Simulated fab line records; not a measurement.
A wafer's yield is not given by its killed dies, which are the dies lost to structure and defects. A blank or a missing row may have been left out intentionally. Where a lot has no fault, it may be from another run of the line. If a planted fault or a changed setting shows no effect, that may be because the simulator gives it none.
fab line records -- flow sky130
record: lots: 5, wafers: 15, lastDay: 50
route steps=708 shown VIA1@461 PAD_OPEN@708
lots that met no fault: from a run of the same line without faults
startH: hours from the record's opening day to when the first of the lot's shown wafers began -- waitH: how many hours have passed since the lot's step before this one -- " repeats the value in the row above -- L1.1+2: several wafers, shown together as one row -- - either no value or no given start -- * or withheld: withheld -- < > ~ a bound
route shown NAME@n: a module of which the file shows steps, and the number in the route of the first -- usual: mean/standard deviation taken from wafers without a fault -- same: alike in all rows -- chamber/n: place in a boat -- sites: per-site readings -- _std_site: the standard deviation of these -- _edge_site: the outer-site mean with the inner-site mean subtracted -- radiusMm: for every site, how far away it sits from the centre of the wafer -- mask NAME#n: copy n -- behind: the tool/chamber that last shaped the wafer -- hold: reason for holding the lot/hours on hold/outcome of the hold -- device: which transistor (n, p or np) failed to switch -- end of line: tests run on the same wafers once the route is complete -- a step given without rows: its recipe and nothing more -- killed: at the first sort, the dies lost to defects and structure; wafer yield is something else -- map: shows each die of a wafer: x if killed, . if not, _ if none is there
set.NAME: setting as actually run; set.NAME@STEP: the setting as run at that earlier step -- model.NAME: the simulator's own value behind a step, which no gauge read
lots at selected steps of the route; one table per step, one row per wafer
services: the hour from which a tool's chamber was out of use, counted from the record's first day as startH (under 0 if before that day), plus the number of hours and why
== steps ==
step: SKY_VIA1_BOW_MEAS_03
recipe: mode: bow
usual: VIA1_BOW: 81/7.5
lot.wafer,tool,chamber,startH,waitH,VIA1_BOW[um]
L331.1,filmMetro-02,-,801.45,0.2,82
L331.4,filmMetro-02,-,801.45,0.2,80
L331.5,filmMetro-02,-,801.45,0.2,76
L332.2,filmMetro-03,-,812.42,0.2,74
L332.4,filmMetro-03,-,812.42,0.2,86
L332.6,filmMetro-03,-,812.42,0.2,87
L339.2,filmMetro-03,-,864.89,0.3,77
L339.4,filmMetro-03,-,864.89,0.3,81
L339.6,filmMetro-03,-,864.89,0.3,85
L343.2,filmMetro-02,-,897.79,0.2,84
L343.3,filmMetro-02,-,897.79,0.2,82
L343.6,filmMetro-02,-,897.79,0.2,76
L349.2,filmMetro-01,-,940.51,0.3,75
L349.3,filmMetro-01,-,940.51,0.3,74
L349.5,filmMetro-01,-,940.51,0.3,72
step: SKY_VIA1_DEHYDRATE_04
recipe: tempC: 200, timeS: 60
step: SKY_VIA1_HMDS_05
recipe: primeTimeS: 60, primeTempC: 120
step: SKY_VIA1_COAT_06
recipe: resist: BARC, tempC: withheld, timeS: withheld, spinRpm: 3000, resistThkNm: 60
step: SKY_VIA1_COAT_07
recipe: resist: KrF-thick, spinRpm: 3000, resistThkNm: 450
step: SKY_VIA1_SOFTBAKE_08
recipe: tempC: 100, timeS: 90, resist: KrF-thick
step: SKY_VIA1_EXPOSE_09
recipe: maskId: VIM, na: 0.8, sourceShape: annular, sigmaInner: 0.55, sigmaOuter: 0.85, targetCdNm: 150, doseMj: 38
step: SKY_VIA1_PEB_10
recipe: pebTempC: withheld, pebTimeS: withheld, resist: KrF-thick
step: SKY_VIA1_DEVELOP_11
recipe: developTimeS: 60, resist: KrF-thick, devTempC: 21.45
step: SKY_VIA1_CD_MEAS_12
recipe: targetCdNm: 150
usual: cdNm: 150.5/1.8
lot.wafer,tool,chamber,startH,waitH,cdNm
L331.1,cdSem-02,-,827.86,-,149.5
L331.4,cdSem-02,-,827.86,-,151.1
L331.5,cdSem-02,-,827.86,-,152.6
L332.2,cdSem-01,-,838.59,-,149.4
L332.4,cdSem-01,-,838.59,-,147.8
L332.6,cdSem-01,-,838.59,-,150.3
L339.2,cdSem-01,-,891.18,-,152.4
L339.4,cdSem-01,-,891.18,-,151.4
L339.6,cdSem-01,-,891.18,-,150.2
L343.2,cdSem-01,-,923.14,-,149.7
L343.3,cdSem-01,-,923.14,-,151.3
L343.6,cdSem-01,-,923.14,-,151.3
L349.2,cdSem-01,-,965.24,-,148.9
L349.3,cdSem-01,-,965.24,-,150.4
L349.5,cdSem-01,-,965.24,-,150.7
step: SKY_VIA1_OVL_MEAS_13
usual: VIA1_OVL: -1/5.1
lot.wafer,tool,chamber,startH,waitH,VIA1_OVL[nm]
L331.1,overlay-02,-,827.98,0.1,1
L331.4,overlay-02,-,827.98,0.1,-3
L331.5,overlay-02,-,827.98,0.1,0
L332.2,overlay-01,-,838.69,0.1,-9
L332.4,overlay-01,-,838.69,0.1,-2
L332.6,overlay-01,-,838.69,0.1,-5
L339.2,overlay-02,-,891.29,0.1,2
L339.4,overlay-02,-,891.29,0.1,3
L339.6,overlay-02,-,891.29,0.1,6
L343.2,overlay-02,-,923.24,0.1,5
L343.3,overlay-02,-,923.24,0.1,5
L343.6,overlay-02,-,923.24,0.1,-3
L349.2,overlay-01,-,965.35,0.1,9
L349.3,overlay-01,-,965.35,0.1,1
L349.5,overlay-01,-,965.35,0.1,8
step: SKY_VIA1_ETCH_14
recipe: chemistry: N2/H2, target: BARC, ionEnergyEv: 200, sourceW: 500, biasW: 100, pressureMtorr: 30, n2FlowSccm: 100, h2FlowSccm: 200, stopOn: SiO2, timeS: 45.9, targetDepthA: 600
usual: biasW: 100.0/0.3, drypumpMotorCurrentA: 5.5/0.45, h2FlowSccm: 199.9/0.61, oesProductAu: 0.854/0.0044, throttleValvePct: 13.225/0.0095
lot.wafer,tool,chamber,startH,waitH,biasW,drypumpMotorCurrentA,h2FlowSccm,oesProductAu,rfHoursCounterH,throttleValvePct
L331.1,rieDiel-01,3,828.02,0.0,99.8,5.5,200.6,0.858,1,13.227
L331.4,rieDiel-01,1,828.02,0.0,100.8,5.5,199.9,0.857,1,13.227
L331.5,rieDiel-01,3,828.02,0.0,100.6,5.5,199.2,0.856,-,13.222
L332.2,rieDiel-03,1,838.72,0.0,100.4,5.0,200.5,0.858,12,13.230
L332.4,rieDiel-03,3,838.72,0.0,100.4,5.6,198.7,0.853,4,13.229
L332.6,rieDiel-03,3,838.72,0.0,99.9,5.6,200.1,0.851,-,13.229
L339.2,rieDiel-03,2,891.32,0.0,99.8,5.9,198.5,0.858,25,13.222
L339.4,rieDiel-03,1,891.32,0.0,100.2,5.0,199.9,0.860,14,13.222
L339.6,rieDiel-03,3,891.32,0.0,100.4,5.6,199.2,0.850,-,13.214
L343.2,rieDiel-01,0,923.27,0.0,100.3,5.7,201.2,0.861,6,13.229
L343.3,rieDiel-01,3,923.27,0.0,99.5,5.5,200.3,0.860,2,13.215
L343.6,rieDiel-01,3,923.27,0.0,100.1,5.5,200.7,0.855,-,13.217
L349.2,rieDiel-02,1,965.38,0.0,99.9,5.6,200.0,0.855,16,13.201
L349.3,rieDiel-02,0,965.38,0.0,100.2,5.0,199.2,0.858,7,13.226
L349.5,rieDiel-02,3,965.38,0.0,100.0,6.4,199.9,0.852,-,13.219
step: SKY_VIA1_ETCH_15
recipe: target: SiO2, chemistry: C4F8/O2/Ar, targetDepthNm: 351, stopOn: TiN, maskMaterial: KrF-thick, sourceW: 1500, biasW: 1200, pressureMtorr: 40, c4f8FlowSccm: withheld, O2_flow_sccm: 6, Ar_flow_sccm: 300, timeS: 54
usual: biasW: 1200/3.9, oesProductAu: 0.982/0.0055
lot.wafer,tool,chamber,startH,waitH,biasW,oesProductAu,rfHoursCounterH,model.VIA1.featureDepthNm,model.etch.depthNm
L331.1,rieDiel-01,3,828.06,0.0,1200,0.987,1,346,346
L331.4,rieDiel-01,1,828.06,0.0,1197,0.987,1,345.1,345.1
L331.5,rieDiel-01,3,828.06,0.0,1197,0.989,-,347.4,347.4
L332.2,rieDiel-03,1,838.77,0.0,1190,0.983,12,345,345
L332.4,rieDiel-03,3,838.77,0.0,1201,0.987,5,345.9,345.9
L332.6,rieDiel-03,3,838.77,0.0,1207,0.979,-,344.5,344.5
L339.2,rieDiel-03,2,891.36,0.0,1141,0.981,25,342.8,342.8
L339.4,rieDiel-03,1,891.36,0.0,1203,0.978,14,345.6,345.6
L339.6,rieDiel-03,3,891.36,0.0,1205,0.983,-,342.7,342.7
L343.2,rieDiel-01,0,923.32,0.0,1199,0.984,6,343.5,343.5
L343.3,rieDiel-01,3,923.32,0.0,1202,0.982,2,345.1,345.1
L343.6,rieDiel-01,3,923.32,0.0,1205,0.986,-,345,345
L349.2,rieDiel-02,1,965.42,0.0,1195,0.984,16,346.3,346.3
L349.3,rieDiel-02,0,965.42,0.0,1193,0.982,7,345,345
L349.5,rieDiel-02,3,965.42,0.0,1201,0.985,-,343.4,343.4
step: SKY_VIA1_STRIP_16
recipe: chemistry: O2/N2, powerW: 1400, pressureMtorr: 1500, platenTempC: withheld, o2FlowSccm: 3000, n2FlowSccm: 300, overashFraction: 0.5
usual: drypumpMotorCurrentA: 5.7/0.44, oesProductAu: 0.416/0.0052, stripTimeToEndpointS: 4.454/0.022
lot.wafer,tool,chamber,startH,waitH,drypumpMotorCurrentA,oesProductAu,rfHoursCounterH,stripTimeToEndpointS
L331.1,plasmaAsher-02,1,828.11,0.0,4.9,0.415,41,4.414
L331.4,plasmaAsher-02,1,828.11,0.0,4.9,0.418,-,4.477
L331.5,plasmaAsher-02,1,828.11,0.0,4.9,0.411,-,4.414
L332.2,plasmaAsher-02,0,838.81,0.0,5.9,0.414,43,4.464
L332.4,plasmaAsher-02,1,838.81,0.0,4.9,0.415,-,4.449
L332.6,plasmaAsher-02,0,838.81,0.0,5.8,0.413,-,4.440
L339.2,plasmaAsher-04,1,891.41,0.0,6.0,0.407,13,4.468
L339.4,plasmaAsher-04,0,891.41,0.0,6.1,0.414,-,4.458
L339.6,plasmaAsher-04,0,891.41,0.0,6.1,0.417,-,4.430
L343.2,plasmaAsher-02,1,923.36,0.0,4.9,0.414,52,4.464
L343.3,plasmaAsher-02,1,923.36,0.0,4.9,0.405,-,4.468
L343.6,plasmaAsher-02,1,923.36,0.0,4.9,0.410,-,4.492
L349.2,plasmaAsher-03,0,965.46,0.0,5.6,0.416,112,4.443
L349.3,plasmaAsher-03,1,965.46,0.0,6.0,0.415,-,4.440
L349.5,plasmaAsher-03,0,965.46,0.0,5.6,0.411,-,4.408
step: SKY_PAD_OPEN_PROBE_99
usual: defectLimitedYield: 82.6/1.9, killed_at_M0_to_M3: 43/5.9, killed_at_M4_up: 2.9/1.5, killedAtContacts: 24/5, killedAtFrontEnd: 15/4.8, killedAtOther: 0.2/0.5, killedDies: 86/9.3, killedOpen: 47/7.1, killedShort: 38/6.3, sort_bin_3_pad_short: 0.8/0.42, sort_bin_5_function: 10.2/1.4, sort_bin_6_memory: 6.4/1.1, sortNPass: 406/9.3, sortYieldPct: 82.6/1.9
same: grossDies: 492, killedAtBackSide: 0, sort_bin_4_leakage[%]: 0, sort_bin_8_speed[%]: 0
lot.wafer,tool,chamber,startH,waitH,defectLimitedYield[%],killed_at_M0_to_M3,killed_at_M4_up,killedAtContacts,killedAtFrontEnd,killedAtOther,killedDies,killedOpen,killedShort,sort_bin_3_pad_short[%],sort_bin_5_function[%],sort_bin_6_memory[%],sortNPass,sortYieldPct[%]
L349.2,prober-02,-,1208.89,0.1,81.5,42,4,26,19,0,91,55,36,0.6,12.0,5.9,401,81.5
L349.3,prober-02,-,1208.94,0.2,81.5,42,2,31,16,0,91,47,44,1.0,10.0,7.5,401,81.5
L349.5,prober-02,-,1209.04,0.2,79.7,41,2,32,25,0,100,51,49,1.4,10.8,8.1,392,79.7
killed by level:class
L349.2 CONTACT:geometricParticle:open=14 VIA1:geometricParticle:open=10 LI_CONTACT:geometricParticle:open=9 METAL2:geometricParticle:short=7 VIA2:geometricParticle:open=6 FIELD_ISO:geometricParticle:short=5 METAL1:geometricParticle:short=4 VIA3:geometricParticle:open=4
L349.3 CONTACT:geometricParticle:open=11 VIA1:geometricParticle:open=9 LI_CONTACT:geometricParticle:open=8 VIA1:geometricParticle:short=7 FIELD_ISO:geometricParticle:short=6 CONTACT:geometricParticle:short=5 METAL2:geometricParticle:short=5 LOCAL_INTERCONNECT:geometricParticle:short=4
L349.5 CONTACT:geometricParticle:open=11 METAL1:geometricParticle:short=10 VIA1:geometricParticle:open=9 LI_CONTACT:geometricParticle:open=8 FIELD_ISO:geometricParticle:open=7 POLY_GATE:geometricParticle:short=6 CONTACT:geometricParticle:short=6 METAL3:geometricParticle:short=5
== services ==
tool,chamber,startH,hours,kind
rieDiel-01,1,824.17,1.9,repair
plasmaAsher-04,-,828.24,15.9,repair
plasmaAsher-03,-,829.52,4.3,pm
rieDiel-01,-,837.04,68.4,repair
plasmaAsher-02,-,838.92,0.4,repair
rieDiel-02,2,843.41,25.8,repair
rieDiel-02,3,848.97,8.6,repair
rieDiel-02,3,869.19,-,clean
rieDiel-02,3,869.19,17.7,scheduledDown
rieDiel-02,3,869.19,17.7,ventCycle
rieDiel-01,1,894.80,20.9,repair
rieDiel-02,1,926.81,1.6,repair
plasmaAsher-02,-,930.86,1.9,repair
rieDiel-03,2,947.13,-,clean
rieDiel-03,2,947.13,13.9,scheduledDown
rieDiel-03,2,947.13,13.9,ventCycle
rieDiel-02,-,959.67,1.7,repair
== key ==
firstSign: step: SKY_VIA1_ETCH_15, reading: biasW, direction: down, sigmas: 15, usual: 1200, struck: 1141
effect none on later readings
modelEffect: step: SKY_VIA1_ETCH_15, value: VIA1.featureDepthNm, without: 345.6, struck: 342.8
metAt SKY_VIA1_ETCH_15
struckWafers L339.2
fault: kind: processParameterDrift, tool: rieDiel-03, chamber: 2, onsetH: 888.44, steps: SKY_VIA1_ETCH_15, channel: biasW, offset: -56.294, shape: step, endH: 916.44, actsIn: theseRecipesOnly, stated: 1200
